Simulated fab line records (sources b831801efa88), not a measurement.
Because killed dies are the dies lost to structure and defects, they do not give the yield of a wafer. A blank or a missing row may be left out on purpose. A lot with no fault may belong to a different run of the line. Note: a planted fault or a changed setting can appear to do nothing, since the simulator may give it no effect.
A lot that was struck, set against a sound lot    flow gf180mcu    14 out of 602 route steps
Sound: these wafers, L529.1, L529.5, L529.6. Wafers struck: L521.3, L521.4, L521.5. At the end, the cause is stated.
Each step with rows lists, per side, the tool, then ch with its chambers, then its first start. Under that, the readings that differ: sound wafers    struck wafers    difference of the means    sigmas: that difference in standard deviations of wafers without a fault.
alike: same words and numbers on both sides, and readings whose means sit less than 2 such deviations apart. not compared: any withheld reading, any reading some wafer has no value for, any bound like >300 that may hide the same value, and any number with overlapping values for which the record gives no deviation.
The two part at a step that has a row with sigmas, a row that says differs or no value, or rows on one side only. Numbers that have no deviation but don't overlap get no sigmas and don't part them. A reading missing from all wafers of one side parts the sides only when that side holds two or more wafers.

first, 1 step without rows for these wafers: GF_V3_CVD_00 (deposits SiO2, target thk 600 nm, time 100 s).
GF_V3_THK_MEAS_01:
  sound on film metro-01 at day 27 09:54; struck on film metro-02 at day 25 02:43
  alike: V3_CVD_00_THK
GF_V3_CVD_02: deposits SiO2 from TEOS, target thk 850 nm, time 94.851 s.
  sound on pecvd-02 ch 0,1,2, day 27 09:58; struck on pecvd-02 ch 0,1, day 25 02:45
  alike: heater power w
  not compared: since wet clean h
GF_V3_THK_MEAS_03:
  sound on film metro-04 at day 27 10:01; struck on film metro-01 at day 25 02:50
  alike: V3_CVD_02_THK
GF_V3_CMP_04: polishes SiO2.
  sound on cmp-01 ch 0,1,2, day 27 10:14; struck on cmp-02 ch 0,1,3, day 25 02:56
  alike: motor current A, time to endpoint s
GF_V3_BOW_MEAS_05:
  sound on film metro-01 at day 27 10:23; struck on film metro-02 at day 25 03:13
  alike: V3_BOW
then, 6 steps without rows for these wafers: GF_V3_DEHYDRATE_06 (time 60 s); GF_V3_HMDS_07 (prime time 60 s); GF_V3_COAT_08; GF_V3_COAT_09 (resist thk 1000 nm); GF_V3_SOFTBAKE_10 (time 60 s); GF_V3_EXPOSE_11 (exposes mask Via3, target cd 260 nm).
GF_V3_PEB_12: peb time 90 s.
  struck on litho track-01, day 26 00:20; sound on litho track-02 ch 0, day 28 05:50
  no value came back on the struck wafers for chill plate temp C (C), exhaust pa (Pa); on the sound wafers chill plate temp C (C) reads 22.85 23.21 23.04
then, 1 step without rows for these wafers: GF_V3_DEVELOP_13 (develop time 60 s).

WHERE THEY PART
GF_V3_PEB_12 only, going by this record.

WHY: the cause the simulator had injected
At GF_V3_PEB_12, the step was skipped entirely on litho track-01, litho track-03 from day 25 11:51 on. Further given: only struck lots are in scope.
